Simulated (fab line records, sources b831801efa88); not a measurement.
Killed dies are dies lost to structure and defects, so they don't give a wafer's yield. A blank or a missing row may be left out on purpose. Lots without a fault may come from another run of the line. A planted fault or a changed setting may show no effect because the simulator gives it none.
A struck lot beside a sound one | flow sky130 | 19 steps out of a route of 708
Sound: wafers L824.4, L824.5, L824.6. Struck: wafers L831.1, L831.2, L831.5. The cause comes at the end.
At each step with rows: each side's tool, then ch and its chambers, then its first start. Under that, the readings that differ: sound wafers | struck wafers | difference of the means | sigmas: that difference in standard deviations of wafers without a fault.
alike: readings whose means differ by less than 2 such deviations, and words and numbers that are the same on both sides. not compared: withheld readings, readings that some wafer has no value for, bounds like >300 that may hide the same value, and numbers for which the record gives no deviation and whose values overlap.
The two part at a step that has a row with sigmas, a row that says differs or no value, or rows on one side only. Numbers that don't overlap but have no deviation are shown without sigmas and don't part them. A reading that every wafer of one side lacks parts them only if that side has two wafers or more.

first, 1 step without rows for these wafers: SKY_RES_XHIGH_IMPLANT_07.
SKY_RES_XHIGH_STRIP_08: strips in O2/N2.
  sound on plasma_asher-03 ch 0,1, day 30 07:08; struck on plasma_asher-03 ch 0,1, day 32 04:42
  alike: drypump_motor_current_A, oes_product_au, strip_time_to_endpoint_s
  not compared: rf_hours_counter_h
SKY_RES_XHIGH_TW_MEAS_09:
  sound on film_metro-02, day 30 07:14; struck on film_metro-02, day 32 04:51
  alike: RES_XHIGH_TW
then, 7 steps without rows for these wafers: SKY_SD_N_DEHYDRATE_00 (time 60 s); SKY_SD_N_HMDS_01 (prime time 60 s); SKY_SD_N_COAT_02 (resist thk 1140 nm); SKY_SD_N_SOFTBAKE_03 (time 60 s); SKY_SD_N_EXPOSE_04 (exposes mask NSDM, target cd 380 nm); SKY_SD_N_PEB_05; SKY_SD_N_DEVELOP_06 (develop time 60 s).
SKY_SD_N_CD_MEAS_07: target cd 380 nm.
  sound on cd_sem-01, day 31 07:09; struck on cd_sem-01, day 33 07:09
  alike: cd_nm
SKY_SD_N_OVL_MEAS_08:
  sound on overlay-02, day 31 07:14; struck on overlay-02, day 33 07:16
  alike: SD_N_OVL
SKY_SD_N_IMPLANT_09:
  sound on implanter-02 ch 0, day 31 07:19; struck on implanter-02 ch 0, day 33 07:18
  reading                   | sound                | struck               | difference | sigmas
  beam_energy_keV           | 50.013 49.981 50.002 | 67.897 67.889 67.903 | +17.898    | +99 or more
  model.implant.rp_nm (nm)  | 32.87 32.87 32.87    | 42.04 42.04 42.04    | +9.17      |
  model.implant.drp_nm (nm) | 14.11 14.11 14.11    | 17.81 17.81 17.81    | +3.70      |
  alike: beam_on_s
then, 1 step without rows for these wafers: SKY_SD_N_IMPLANT_10.
SKY_SD_N_STRIP_11: strips in O2/N2.
  sound on plasma_asher-04 ch 0,1, day 31 07:35; struck on plasma_asher-04 ch 0,1, day 33 07:36
  reading                      | sound             | struck            | difference | sigmas
  oes_product_au (a.u.)        | 0.522 0.533 0.525 | 0.496 0.494 0.497 | -0.031     | -6
  strip_time_to_endpoint_s (s) | 22.57 22.60 22.57 | 25.20 25.23 25.22 | +2.64      | +75
  alike: drypump_motor_current_A
  not compared: rf_hours_counter_h
SKY_SD_N_TW_MEAS_12:
  sound on film_metro-01, day 31 07:40; struck on film_metro-03, day 33 08:03
  reading | sound          | struck         | difference | sigmas
  SD_N_TW | 3944 3957 3962 | 4370 4372 4384 | +421       | +8
  not compared: hold
SKY_SD_N_RTA_14: time 2 s.
  sound on rtp_anneal-01 ch 0, day 31 07:47; struck on rtp_anneal-02 ch 0, day 33 08:58
  reading            | sound             | struck            | difference | sigmas
  lamp_power_pct (%) | 15.81 15.70 15.88 | 15.64 15.72 15.66 | -0.12      | -2
  alike: wafer_temp_C_max
SKY_SD_N_RS_MEAS_16: measures by four-point-probe.
  sound on film_metro-02, day 31 08:00; struck on film_metro-01, day 33 09:36
  reading          | sound             | struck            | difference | sigmas
  SD_N_RS (ohm/sq) | 68.47 68.56 68.57 | 58.24 58.29 58.24 | -10.28     | -79
  not compared: hold
SKY_PAD_OPEN_PROBE_99:
  the record has rows for the sound wafers here (prober-01, day 48 01:59) and none for the struck ones

WHERE THEY PART
First at SKY_SD_N_IMPLANT_09; last, within this record, at SKY_PAD_OPEN_PROBE_99.

WHY: what the simulator had put in
Process parameter drift: implanter-02, from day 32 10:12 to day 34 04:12, at SKY_SD_N_IMPLANT_09. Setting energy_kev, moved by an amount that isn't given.
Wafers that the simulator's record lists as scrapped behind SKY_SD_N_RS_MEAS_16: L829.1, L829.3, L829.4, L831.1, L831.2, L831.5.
